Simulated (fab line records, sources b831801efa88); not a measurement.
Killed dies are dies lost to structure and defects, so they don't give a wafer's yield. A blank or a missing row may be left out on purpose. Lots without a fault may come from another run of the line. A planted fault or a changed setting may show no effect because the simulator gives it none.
Which tool did it? | flow sky130 | 10 lots, 29 wafers sampled, at 5 steps of a route of 708

WHAT THE GAUGES READ, wafer by wafer
SKY_METAL2_RS_MEAS_05: measures by four-point-probe.
lot  | measured     | on            | METAL2_ALCU_RS (ohm/sq)
L612 | day 34 14:02 | film_metro-02 | 0.1263 0.1260 0.1248
L615 | day 35 10:31 | film_metro-04 | 0.1287 0.1270 0.1274
L614 | day 35 13:37 | film_metro-01 | 0.1265 0.1255 0.1273
L618 | day 36 05:50 | film_metro-02 | 0.1331 0.1325 0.1324
L620 | day 36 18:53 | film_metro-01 | 0.1335 0.1333
L622 | day 37 16:06 | film_metro-04 | 0.1255 0.1258 0.1266
L623 | day 38 01:01 | film_metro-02 | 0.1265 0.1259 0.1263
L624 | day 38 03:44 | film_metro-04 | 0.1264 0.1267 0.1258
L630 | day 40 01:05 | film_metro-02 | 0.1266 0.1258 0.1259
L635 | day 41 03:58 | film_metro-01 | 0.1258 0.1262 0.1250

SKY_METAL2_THK_MEAS_06: measures by xrf.
lot  | measured     | on            | METAL2_ALCU_THK (nm)
L612 | day 34 14:09 | film_metro-02 | 256.9 258.3 259.0
L615 | day 35 10:36 | film_metro-04 | 253.1 256.1 255.2
L614 | day 35 13:44 | film_metro-01 | 259.6 260.5 258.6
L618 | day 36 05:57 | film_metro-02 | 244.4 243.5 245.6
L620 | day 36 19:00 | film_metro-01 | 244.7 243.9
L622 | day 37 16:13 | film_metro-04 | 257.9 255.9 255.8
L623 | day 38 01:08 | film_metro-02 | 255.4 254.3 256.0
L624 | day 38 03:51 | film_metro-04 | 256.2 256.6 258.8
L630 | day 40 01:12 | film_metro-02 | 254.6 256.7 258.0
L635 | day 41 04:04 | film_metro-01 | 256.8 258.4 258.3

WHICH TOOL RAN EACH LOT (tool, then ch and the chambers of the sampled wafers, then the start)
lot  | SKY_VIA1_ETCH_15                   | SKY_METAL2_SPUTTER_01        | SKY_METAL2_SPUTTER_02
L612 | rie_diel-03 ch 1,2,3, day 34 12:35 | pvd_sputter-01, day 34 13:55 | pvd_sputter-01, day 34 13:56
L615 | rie_diel-03 ch 0,3, day 35 09:01   | pvd_sputter-01, day 35 10:19 | pvd_sputter-01, day 35 10:21
L614 | rie_diel-03 ch 0,2, day 35 12:10   | pvd_sputter-01, day 35 13:31 | pvd_sputter-01, day 35 13:32
L618 | rie_diel-03 ch 0,1,2, day 36 04:23 | pvd_sputter-01, day 36 05:43 | pvd_sputter-01, day 36 05:44
L620 | rie_diel-01 ch 0,1, day 36 17:27   | pvd_sputter-01, day 36 18:45 | pvd_sputter-01, day 36 18:47
L622 | rie_diel-03 ch 1,2, day 37 14:41   | pvd_sputter-03, day 37 15:59 | pvd_sputter-03, day 37 16:01
L623 | rie_diel-03 ch 0,2,3, day 37 23:35 | pvd_sputter-04, day 38 00:53 | pvd_sputter-04, day 38 00:55
L624 | rie_diel-04 ch 0,1,2, day 38 02:16 | pvd_sputter-03, day 38 03:36 | pvd_sputter-03, day 38 03:37
L630 | rie_diel-03 ch 1,2, day 39 23:34   | pvd_sputter-03, day 40 00:57 | pvd_sputter-03, day 40 00:58
L635 | rie_diel-04 ch 0,1,3, day 41 02:08 | pvd_sputter-04, day 41 03:49 | pvd_sputter-04, day 41 03:50
- SKY_VIA1_ETCH_15: etches SiO2 in C4F8/O2/Ar, stops on TiN, target depth 351 nm, time 54 s.
- SKY_METAL2_SPUTTER_01: material TiN, target thk 20 nm, time 16.7 s.
- SKY_METAL2_SPUTTER_02: material AlCu, target thk 250 nm, time 13.3 s.

WHAT THE TOOLS THEMSELVES READ (means of the sampled wafers that have a number; where no wafer has one, the mark that the record gives instead)
SKY_VIA1_ETCH_15.
lot  | tool        | chamber_pressure_mTorr (mTorr) | oes_product_au (a.u.)
L612 | rie_diel-03 | 39.99                          | 0.978
L615 | rie_diel-03 | 39.96                          | 0.982
L614 | rie_diel-03 | 39.99                          | 0.983
L618 | rie_diel-03 | 40.00                          | 0.975
L620 | rie_diel-01 | 40.03                          | 0.990
L622 | rie_diel-03 | 40.01                          | 0.981
L623 | rie_diel-03 | 39.99                          | 0.980
L624 | rie_diel-04 | 40.02                          | 0.985
L630 | rie_diel-03 | 39.95                          | 0.980
L635 | rie_diel-04 | 40.02                          | 0.984

SKY_METAL2_SPUTTER_01.
lot  | tool           | throttle_valve_pct (%)
L612 | pvd_sputter-01 | 29.5
L615 | pvd_sputter-01 | 30.1
L614 | pvd_sputter-01 | 29.7
L618 | pvd_sputter-01 | 30.1
L620 | pvd_sputter-01 | 30.6
L622 | pvd_sputter-03 | 29.3
L623 | pvd_sputter-04 | 31.0
L624 | pvd_sputter-03 | 29.2
L630 | pvd_sputter-03 | 28.4
L635 | pvd_sputter-04 | 29.8

SKY_METAL2_SPUTTER_02.
lot  | tool           | throttle_valve_pct (%)
L612 | pvd_sputter-01 | 29.6
L615 | pvd_sputter-01 | 30.2
L614 | pvd_sputter-01 | 29.4
L618 | pvd_sputter-01 | 30.1
L620 | pvd_sputter-01 | 30.6
L622 | pvd_sputter-03 | 29.1
L623 | pvd_sputter-04 | 30.9
L624 | pvd_sputter-03 | 29.3
L630 | pvd_sputter-03 | 28.4
L635 | pvd_sputter-04 | 29.9

THE ANSWER, worked out from the rows above alone
Rule: what is usual is taken from the lots themselves. Put in order of their means at a reading, lots are off if they are a third of the lots or fewer, leave a main group of 4 or more, and stand apart from it by a gap of 3 or more times the standard deviation of the main group's means; of several such gaps the widest counts. A main group whose means are all the same, to the digits that the tables above print for the reading, isn't used. A lot without any number at a reading at which 4 lots or more have one is off too. The other lots that the step has rows for count as sound. The gauges are gone through in route order, then the tools' own readings, and for those a lot's mean is taken as printed above. The first step at which some lot is off is used, and at that step the reading that is off furthest; a lot without a number counts as furthest.
Off: L618, L620, at SKY_METAL2_RS_MEAS_05 (METAL2_ALCU_RS). The main group: mean 0.1263 ohm/sq, standard deviation 0.0006.
A tool fits if, at a process step before that reading, it ran every lot that is off, and no sound lot after the first of them. The gauges at SKY_METAL2_RS_MEAS_05 are tried like those tools. One fits: pvd_sputter-01 at SKY_METAL2_SPUTTER_01 and SKY_METAL2_SPUTTER_02. At SKY_METAL2_SPUTTER_01 its last sound lot is L614 (day 35 13:31), its first lot that is off L618 (day 36 05:43): a fault that began between those two fits.

WHAT THE SIMULATOR HAD PUT IN
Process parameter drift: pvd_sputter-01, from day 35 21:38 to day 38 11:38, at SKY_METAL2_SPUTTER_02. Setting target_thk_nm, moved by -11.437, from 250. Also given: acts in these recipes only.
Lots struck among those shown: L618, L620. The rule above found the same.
